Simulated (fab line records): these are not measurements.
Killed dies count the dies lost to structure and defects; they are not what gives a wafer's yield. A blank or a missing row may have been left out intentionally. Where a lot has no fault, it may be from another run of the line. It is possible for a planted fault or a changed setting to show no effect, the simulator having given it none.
Matching of chambers :: flow sky130 :: SKY_VIA1_CMP_24 on cmp-01 has 4 sister chambers
The step polishes, stops on SiO2, t overpolish 15 s, target thk 0 nm. 8 wafers are shown with their chamber, then 7 later ones without.

WAFERS PAIRED WITH THEIR CHAMBERS
wafer: L595.3
chamber: 3
motor-current-A (A): 12.1
time-to-endpoint-s (s): 65

wafer: L596.1
chamber: 0
motor-current-A (A): 9.5
time-to-endpoint-s (s): 65

wafer: L596.3
chamber: 2
motor-current-A (A): 9.2
time-to-endpoint-s (s): 62

wafer: L597.1
chamber: 1
motor-current-A (A): 11.3
time-to-endpoint-s (s): 71

wafer: L597.4
chamber: 2
motor-current-A (A): 9.6
time-to-endpoint-s (s): 60

wafer: L597.6
chamber: 0
motor-current-A (A): 9.5
time-to-endpoint-s (s): 67

wafer: L598.3
chamber: 1
motor-current-A (A): 11.7
time-to-endpoint-s (s): 70

wafer: L598.4
chamber: 3
motor-current-A (A): 11.9
time-to-endpoint-s (s): 71

WAFERS WITH NO CHAMBER GIVEN
wafer: L598.6
motor-current-A (A): 12.8
time-to-endpoint-s (s): 67

wafer: L605.1
motor-current-A (A): 12.2
time-to-endpoint-s (s): 67

wafer: L605.2
motor-current-A (A): 8.9
time-to-endpoint-s (s): 66

wafer: L605.5
motor-current-A (A): 10.0
time-to-endpoint-s (s): 68

wafer: L612.1
motor-current-A (A): 9.5
time-to-endpoint-s (s): 67

wafer: L612.3
motor-current-A (A): 11.7
time-to-endpoint-s (s): 71

wafer: L612.6
motor-current-A (A): 10.1
time-to-endpoint-s (s): 66

WHICH CHAMBER EACH WENT THROUGH
wafer: L598.6
from the rows above: 3
in truth: 3

wafer: L605.1
from the rows above: 3
in truth: 3

wafer: L605.2
from the rows above: can't be placed: 0 or 2
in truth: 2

wafer: L605.5
from the rows above: can't be placed: 0 or 2
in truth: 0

wafer: L612.1
from the rows above: 0
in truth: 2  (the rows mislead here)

wafer: L612.3
from the rows above: can't be placed: 1 or 3
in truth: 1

wafer: L612.6
from the rows above: can't be placed: 0 or 2
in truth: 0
Correct placement for 2 of the 7. Unplaceable from these rows: 4, with the true chamber sitting among the candidates in 4. Wrongly placed: 1.
How it was worked out, from the rows above alone: a wafer's distance from a chamber is the root of the sum, over the readings, of the square of ((its reading less the chamber's mean) divided by the reading's scatter). The wafer belongs to the nearest chamber; if the next one is less than 2 further off, it can't be placed. Each chamber's mean is taken over the wafers shown for it. The scatter: the root of (the sum of the squares of (reading less its chamber's mean) over the shown wafers, divided by (wafers less chambers)).
